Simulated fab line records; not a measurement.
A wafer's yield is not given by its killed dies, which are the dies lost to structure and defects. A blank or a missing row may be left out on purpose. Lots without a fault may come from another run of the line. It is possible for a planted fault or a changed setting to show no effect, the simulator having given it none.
The tool behind it: which one? | flow sky130 | 36 wafers sampled from 12 lots at 1 step of a route of 708

== WHAT THE GAUGES SHOWED, per wafer ==
SKY_FIELD_ISO_CD_MEAS_13 targets a cd of 150 nm.
lot  | measured    | on        | cd nm (nm)
L075 | day 2 10:32 | cd sem-02 | 151.6 152.3 151.6
L077 | day 2 21:30 | cd sem-02 | 151.3 151.0 150.3
L079 | day 3 07:08 | cd sem-01 | 150.7 150.2 151.4
L081 | day 3 17:08 | cd sem-01 | 147.9 150.2 151.1
L083 | day 4 05:04 | cd sem-01 | 150.6 150.8 150.2
L085 | day 4 13:42 | cd sem-02 | 148.7 149.1 149.7
L087 | day 5 00:28 | cd sem-01 | 149.0 149.8 149.5
L089 | day 5 10:40 | cd sem-02 | 150.8 151.2 150.8
L091 | day 5 20:27 | cd sem-01 | 151.3 150.7 148.9
L093 | day 6 08:47 | cd sem-02 | 148.7 149.2 149.3
L095 | day 6 19:03 | cd sem-02 | 150.7 152.3 149.9
L097 | day 7 04:07 | cd sem-02 | 151.9 150.7 152.4

== WHAT TOOL EACH LOT RAN ON (gives the tool, then ch and the chambers of the sampled wafers, and finally the start) ==
The record shows no process step preceding these readings.

== THE ANSWER, worked out from the rows above alone ==
Rule: usual is defined by the lots themselves. Put in order of their means at a reading, lots are off if they are a third of the lots or fewer, leave a main group of 4 or more, and stand apart from it by a gap of 3 or more times the standard deviation of the main group's means; of several such gaps the widest counts. The tables above print the reading to a certain number of digits; a main group whose means all agree to those digits is not used. Also off: a lot with no number at a reading for which 4 or more lots have one. The other lots that the step has rows for count as sound.
No lot is off at any reading shown: from this, nothing can be told.

== WHAT THE SIMULATOR HAD PUT IN ==
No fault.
